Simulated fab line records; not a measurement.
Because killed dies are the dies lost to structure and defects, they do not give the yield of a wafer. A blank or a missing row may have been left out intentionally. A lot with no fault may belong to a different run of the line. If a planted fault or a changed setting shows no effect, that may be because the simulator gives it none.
Comparing a struck lot with a sound one    flow gf180mcu    30 steps out of a route of 602
Sound: wafers L395.1, L395.3, L395.4. The struck wafers were L397.3, L397.4, L397.6. At the end, the cause is stated.
For every step that has rows: the tool of each side, followed by ch and its chambers, followed by its first start. Under that, the readings that differ: sound wafers    struck wafers    difference of the means    sigmas: that difference in standard deviations of wafers without a fault.
alike: a reading whose means differ by less than 2 such deviations, as well as words and numbers matching on both sides. not compared: withheld readings; readings where some wafer has no value; bounds like >300 that might hide an equal value; numbers whose values overlap and for which the record gives no deviation.
Wherever a step has rows on one side only, a row that says differs or no value, or a row with sigmas, the two part there. Non-overlapping numbers with no deviation appear without sigmas and do not part them. Lack of a reading on every wafer of one side parts them only where that side has two or more wafers.

GF_HV_LDD_THK_MEAS_57:
  sound: film_metro-04 at day 16 02:37; struck: film_metro-02 at day 16 10:51
  alike: HV_LDD_CVD_56_THK
GF_HV_LDD_ETCHBACK_58: etches Si3N4 in CH3F/O2, stops on SiO2, time 100 s, target depth 90 nm.
  sound on rie_diel-01 ch 0,2,3, day 16 02:40; struck on rie_diel-01 ch 0,2,3, day 16 10:53
  alike: bias_w, ch3f_flow_sccm, drypump_motor_current_A, oes_product_au, throttle_valve_pct
  not compared: rf_hours_counter_h
then, 7 steps without rows for these wafers: GF_NSD_DEHYDRATE_00 (time 60 s); GF_NSD_HMDS_01 (prime time 60 s); GF_NSD_COAT_02 (resist thk 1000 nm); GF_NSD_SOFTBAKE_03 (time 60 s); GF_NSD_EXPOSE_04 (exposes mask Nplus, target cd 400 nm); GF_NSD_PEB_05; GF_NSD_DEVELOP_06 (develop time 60 s).
GF_NSD_CD_MEAS_07: the cd target is 400 nm.
  sound: cd_sem-02 at day 17 01:22; struck: cd_sem-01 at day 17 09:23
  alike: cd_nm
GF_NSD_OVL_MEAS_08:
  sound: overlay-02 at day 17 01:29; struck: overlay-01 at day 17 09:29
  alike: NSD_OVL
next, for these wafers, 1 step has no rows: GF_NSD_IMPLANT_09.
GF_NSD_IMPLANT_10:
  struck on implanter-04, day 17 09:43; sound on implanter-04 ch 0, day 17 01:41
  no value came back on the struck wafers for beam_energy_keV, beam_on_s (s), dose_ions_cm2; on the sound wafers beam_energy_keV reads 39.998 39.995 39.998
GF_NSD_STRIP_11: strips in O2/N2.
  sound on plasma_asher-01 ch 0,1, day 17 01:50; struck on plasma_asher-02 ch 0,1, day 17 09:50
reading                       sound              struck             difference  sigmas
strip_time_to_endpoint_s (s)  22.99 22.98 22.98  22.39 22.43 22.38  -0.58       -17
  alike: drypump_motor_current_A, heater_power_w, oes_product_au
  not compared: rf_hours_counter_h
GF_NSD_TW_MEAS_12:
  sound: film_metro-04 at day 17 01:56; struck: film_metro-04 at day 17 09:56
  alike: NSD_TW
then, 7 steps without rows for these wafers: GF_PSD_DEHYDRATE_00 (time 60 s); GF_PSD_HMDS_01 (prime time 60 s); GF_PSD_COAT_02 (resist thk 1000 nm); GF_PSD_SOFTBAKE_03 (time 60 s); GF_PSD_EXPOSE_04 (exposes mask Pplus, target cd 400 nm); GF_PSD_PEB_05; GF_PSD_DEVELOP_06 (develop time 60 s).
GF_PSD_CD_MEAS_07: the cd target is 400 nm.
  sound: cd_sem-01 at day 18 01:22; struck: cd_sem-02 at day 18 09:13
  alike: cd_nm
GF_PSD_OVL_MEAS_08:
  sound: overlay-01 at day 18 01:29; struck: overlay-01 at day 18 09:18
  alike: PSD_OVL
next, for these wafers, 1 step has no rows: GF_PSD_IMPLANT_09.
GF_PSD_STRIP_10: strips in O2/N2.
  sound on plasma_asher-04 ch 0,1, day 18 01:40; struck on plasma_asher-01 ch 0,1, day 18 09:31
  alike: drypump_motor_current_A, heater_power_w, oes_product_au, strip_time_to_endpoint_s
  not compared: rf_hours_counter_h
GF_PSD_TW_MEAS_11:
  sound: film_metro-01 at day 18 01:46; struck: film_metro-04 at day 18 09:36
reading  sound           struck          difference  sigmas
PSD_TW   3180 3172 3171  3227 3236 3227  +56         +3
then, 1 step without rows for these wafers: GF_PSD_CLEAN_12 (cleans in SC1/SC2, time 150 s).
GF_PSD_RTA_13: time 20 s.
  sound on rtp_anneal-02 ch 0, day 18 01:52; struck on rtp_anneal-01 ch 0, day 18 09:43
  alike: chamber_o2_ppm, lamp_power_pct, wafer_temp_C_max
GF_PSD_RS_MEAS_14: a four-point-probe measurement.
  sound: film_metro-04 at day 18 01:58; struck: film_metro-04 at day 18 09:49
reading          sound              struck             difference  sigmas
NSD_RS (ohm/sq)  46.11 46.00 46.14  52.96 53.01 53.03  +6.92       +63

## WHERE THEY PART
Earliest at GF_NSD_IMPLANT_10; latest, in this record, at GF_PSD_RS_MEAS_14.

WHY: what had been put in by the simulator
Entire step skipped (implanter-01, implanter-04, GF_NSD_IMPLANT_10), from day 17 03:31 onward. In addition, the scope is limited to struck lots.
